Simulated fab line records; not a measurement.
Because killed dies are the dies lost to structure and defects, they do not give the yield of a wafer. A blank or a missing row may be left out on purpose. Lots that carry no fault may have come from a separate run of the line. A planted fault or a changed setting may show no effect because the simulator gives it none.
One fault through the eyes of 2 desks | flow gf180mcu | every desk sees just its own numbers, and what lay behind them comes last

## METROLOGY DESK
Means of the sampled wafers that have a number, per lot and without regard to the tool the lot ran on: this is what the gauges read. Marked OUT: a lot whose mean sits more than 4 standard deviations from the usual mean, which makes it out of limits; the brackets give that distance.
Columns: A = HV_LDD_CVD_54_THK at GF_HV_LDD_THK_MEAS_55, usual 10.03 nm
lot  | first seen here | A
L617 | day 12 23:22    | 9.91
L616 | day 13 00:01    | 10.02
L622 | day 14 19:41    | 10.24
L624 | day 15 17:35    | 12.10 (+16) OUT
L629 | day 17 00:27    | 9.98
L631 | day 17 21:20    | 10.20
L633 | day 18 11:15    | 10.05
L634 | day 18 16:37    | 10.04
L635 | day 19 07:53    | 9.90
L636 | day 19 09:02    | 9.93
L637 | day 19 18:42    | 9.91
L638 | day 20 02:30    | 9.88
This desk finds L624 out of limits, with the earliest case on L624 at day 15 17:35 (HV_LDD_CVD_54_THK at GF_HV_LDD_THK_MEAS_55). In limits: L617, L616, L622, L629, L631, L633, L634, L635, L636, L637, L638.

## THE TOOL OWNER'S DESK: lpcvd-02
The tool's own readings at GF_HV_LDD_CVD_54 (deposits SiO2 from TEOS, target thk 10 nm, time 75 s): means of the sampled wafers that have a number, for each lot that ran on this tool. Marked OUT: a lot whose mean sits more than 4 standard deviations from the usual mean, which makes it out of limits; the brackets give that distance.
Columns: A = spike-tc-bottom-C at GF_HV_LDD_CVD_54, usual 700.8 C; B = spike-tc-centre-C at GF_HV_LDD_CVD_54, usual 681.1 C; C = spike-tc-lower-C at GF_HV_LDD_CVD_54, usual 680.5 C; D = spike-tc-top-C at GF_HV_LDD_CVD_54, usual 694.9 C; E = spike-tc-upper-C at GF_HV_LDD_CVD_54, usual 679.7 C; F = zone-power-top-pct at GF_HV_LDD_CVD_54, usual 19.9 %
lot  | first seen here | A                | B                | C                | D     | E                | F
L616 | day 12 23:00    | 699.9            | 681.5            | 681.3            | 691.4 | 680.6            | 20.3
L622 | day 14 18:40    | 700.8            | 681.3            | 680.6            | 693.9 | 680.3            | 20.1
L624 | day 15 16:34    | 707.2 (+5.8) OUT | 688.9 (+7.1) OUT | 688.7 (+8.2) OUT | 700.9 | 687.9 (+7.5) OUT | 20.5
L635 | day 19 06:52    | 700.8            | 680.7            | 679.7            | 692.6 | 680.2            | 20.3
L636 | day 19 08:00    | 702.3            | 681.3            | 679.6            | 695.4 | 679.4            | 19.0
L637 | day 19 17:40    | 700.0            | 680.7            | 681.7            | 694.0 | 680.8            | 20.2
L638 | day 20 01:29    | 700.9            | 682.4            | 681.6            | 692.5 | 679.4            | 20.3
This desk's finding: out of limits on L624; first on L624, day 15 16:34 (spike-tc-bottom-C at GF_HV_LDD_CVD_54). In limits: L616, L622, L635, L636, L637, L638.

## BROUGHT TOGETHER
The tool owner's desk had the chance to raise an alarm at day 15 16:34 on L624.
On L624, the metrology desk was in a position to raise an alarm at day 15 17:35.
Every lot named ran GF_HV_LDD_CVD_54 on lpcvd-02.

## WHAT THE SIMULATOR HAD INSERTED
lpcvd-02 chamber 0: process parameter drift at GF_HV_LDD_CVD_54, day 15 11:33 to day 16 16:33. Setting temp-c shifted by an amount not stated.
Struck lots among those shown: L624.
Delay (hours) between the fault's onset and each desk's first out-of-limits reading: 5 at the tool owner's desk, 6 at the metrology desk.
